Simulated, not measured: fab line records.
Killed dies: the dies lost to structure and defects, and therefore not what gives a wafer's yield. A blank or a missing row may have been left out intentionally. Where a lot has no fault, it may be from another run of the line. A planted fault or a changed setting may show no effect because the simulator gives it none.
Struck lot and sound lot, side by side    flow gf180mcu    14 out of 602 route steps
Sound: the wafers L697.1, L697.4, L697.5. The struck wafers were L691.1, L691.5, L691.6. Last of all comes the cause.
Per side, at each step with rows, come the tool, then ch with its chambers, and then its first start. Under that, the readings that differ: sound wafers    struck wafers    difference of the means    sigmas: that difference in standard deviations of wafers without a fault.
alike: same words and numbers on both sides, and readings whose means sit less than 2 such deviations apart. not compared: any withheld reading, any reading some wafer has no value for, any bound like >300 that may hide the same value, and any number with overlapping values for which the record gives no deviation.
Wherever a step has rows on one side only, a row that says differs or no value, or a row with sigmas, the two part there. Numbers that don't overlap but have no deviation are shown without sigmas and don't part them. A reading that every wafer of one side lacks parts them only if that side has two wafers or more.

first, 2 steps without rows for these wafers: GF_V4_STRIP_19 (strips in post etch residue remover, time 1200 s); GF_V4_CLEAN_20 (cleans in DIW).
GF_V4_SPUTTER_21: material Ti, target thk 15 nm, time 80.02 s.
  sound on pvd sputter-02 at day 30 13:01; struck on pvd sputter-03 at day 28 23:46
  alike: cathode dc power W, chamber pressure pa, throttle valve pct
then, 2 steps without rows for these wafers: GF_V4_SPUTTER_22 (material TiN, target thk 10 nm, time 40 s); GF_V4_CVD_23 (deposits W, target thk 350 nm, time 104.9 s).
GF_V4_RS_MEAS_24: measurement is done with a four-point probe.
  sound on film metro-03 at day 30 13:14; struck on film metro-02 at day 29 00:02
  alike: V4_W_RS
GF_V4_THK_MEAS_25: measures by xrf.
  sound on film metro-03 at day 30 13:21; struck on film metro-02 at day 29 00:09
  alike: V4_W_THK
GF_V4_CMP_26: polishes, stops on SiO2, t overpolish 15 s, target thk 0 nm.
  sound on cmp-02 ch 1,2, day 30 13:25; struck on cmp-02 ch 0,1,3, day 29 00:19
  alike: motor current A, overpolish run s, slurry flow ml min, time to endpoint s
GF_MIM_SPUTTER_00: material Ti, target thk 37.5 nm, time 150 s.
  sound on pvd sputter-03 at day 30 13:43; struck on pvd sputter-04 at day 29 00:31
  alike: cathode dc power W, chamber pressure pa, throttle valve pct
GF_MIM_SPUTTER_01: material TiN, target thk 30 nm, time 25 s.
  sound on pvd sputter-03 at day 30 13:49; struck on pvd sputter-04 at day 29 00:37
  alike: cathode dc power W, chamber pressure pa, throttle valve pct
then, 2 steps without rows for these wafers: GF_MIM_SPUTTER_02 (material AlCu, target thk 450 nm, time 23.9 s); GF_MIM_SPUTTER_03 (material Ti, target thk 10 nm, time 6.406 s).
GF_MIM_SPUTTER_04: material TiN, target thk 50 nm, time 41.7 s.
  sound on pvd sputter-03 at day 30 13:53; struck on pvd sputter-04 at day 29 00:41
  no value came back on the struck wafers for cathode dc power W (W), chamber pressure pa (Pa), throttle valve pct (%); on the sound wafers cathode dc power W (W) reads 6501.1 6500.3 6499.6
GF_MIM_CVD_05: deposits Si3N4, target thk 42 nm, time 29.086 s.
  sound on pecvd-01 ch 0,1,2, day 30 13:56; struck on pecvd-03 ch 0,1, day 29 00:44
  alike: heater power w, temp max c

WHERE THEY PART
Within this record, at GF_MIM_SPUTTER_04 only. Later steps at which nothing parts them and some readings are alike: GF_MIM_CVD_05.

WHY: what had been put in by the simulator
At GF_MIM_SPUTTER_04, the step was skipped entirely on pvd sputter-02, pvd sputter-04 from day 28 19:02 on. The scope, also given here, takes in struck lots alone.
